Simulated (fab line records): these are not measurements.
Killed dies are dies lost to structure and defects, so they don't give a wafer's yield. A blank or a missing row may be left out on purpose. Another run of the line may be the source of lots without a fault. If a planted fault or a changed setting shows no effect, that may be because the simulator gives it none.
Problem report in the 8D (eight disciplines) form, filled by code | flow gf180mcu | the parts of the form that need people (team, actions taken, sign-off) are left out

## 1. PROBLEM STATEMENT
At GF_MVSD_STRIP_10, strip-time-to-endpoint-s averages 37.84 s over 4 wafers from 2 lots, while fault-free wafers read 36.91 s, standard deviation 0.12. That is +7.8 standard deviations from the usual mean.
The step: strips in O2/N2.
The first sign was on wafer L218.3 at day 6 13:00, on plasma-asher-03. The record has a number at this step for 42 wafers belonging to 14 lots. Rule for "out", or "out of limits": more than 4 standard deviations from the usual mean. The rest of the wafers with a number are treated as sound.

## 2. WHAT IT IS AND WHAT IT IS NOT
question                    | is                             | is not
which readings at this step | strip-time-to-endpoint-s       | drypump-motor-current-A, heater-power-w, platen-temp-c
which lots                  | L218, L219                     | L209, L210, L220, L221, L222, L223, L224, L225, L228, L229, L230, L232
which wafers of those lots  | L218.3, L218.6, L219.2, L219.5 | L218.4, L219.6
read on which tools         | plasma-asher-03                | plasma-asher-01, plasma-asher-04
when                        | from day 6 13:00               | up to then (7 sound wafers); but 31 sound wafers of L219, L220, L221, L222, L223, L224, L225, L228, L229, L230, L232 came after

## 3. THE SUSPECTS, EACH WITH WHAT RULES IT OUT
Counting: if a tool at a process step up to the reading ran every lot that is out, it stays a suspect. Sound lots after the first of them don't rule it out here, since some wafers of a struck lot are sound.
- plasma-asher-03 at GF_MVSD_STRIP_10 (strips in O2/N2): kept. It ran every lot that is out, first L218 (day 6 13:00); its last sound lot up to then is L210 (day 4 17:55). On those wafers its own readings are out: strip-time-to-endpoint-s.
- Within plasma-asher-03 at GF_MVSD_STRIP_10: the wafers that are out ran in chamber 0; their sound lot-mates ran in chamber 1.
Remaining after the count: plasma-asher-03 at GF_MVSD_STRIP_10.

## 4. THE CAUSE (what the simulator had put in)
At GF_MVSD_STRIP_10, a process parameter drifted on plasma-asher-03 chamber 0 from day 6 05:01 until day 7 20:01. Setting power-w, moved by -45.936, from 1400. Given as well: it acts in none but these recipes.
This tool alone remained once counting was done.

## 5. THE EFFECT CHAIN, in route order
Each row: a reading whose mean over the struck wafers that have a number lies more than 3 standard deviations from the usual. Readings are gone through only where the record gives a usual standard deviation; hours: the median, over the lots, of the time from a lot's start at the first step in this table giving one to that lot's start at this step; sigmas: the change measured in usual standard deviations.
hours | step                    | reading                  | usual      | on struck wafers | change | sigmas
0     | GF_MVSD_STRIP_10        | oes-product-au           | 0.723 a.u. | 0.704            | -0.019 | -3.9
0     | GF_MVSD_STRIP_10        | strip-time-to-endpoint-s | 36.91 s    | 37.84            | +0.93  | +7.8
605   | GF_PASSIVATION_PROBE_99 | killed-at-other          | 0.2        | 1.5              | +1.3   | +3.2
The process steps in it:
- GF_MVSD_STRIP_10: strips in O2/N2.
- GF_PASSIVATION_PROBE_99
At these later measuring or inspecting steps, every struck wafer for which the step has a row has a number for every such reading, and none has moved that far: GF_MVSD_TW_MEAS_11, GF_VT_IMPLANT_TW_MEAS_43.

## 6. HOW IT WOULD HAVE BEEN CAUGHT EARLIER
First out-of-limits reading in this record: day 6 13:00, which is 8 hours after fault onset at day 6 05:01.
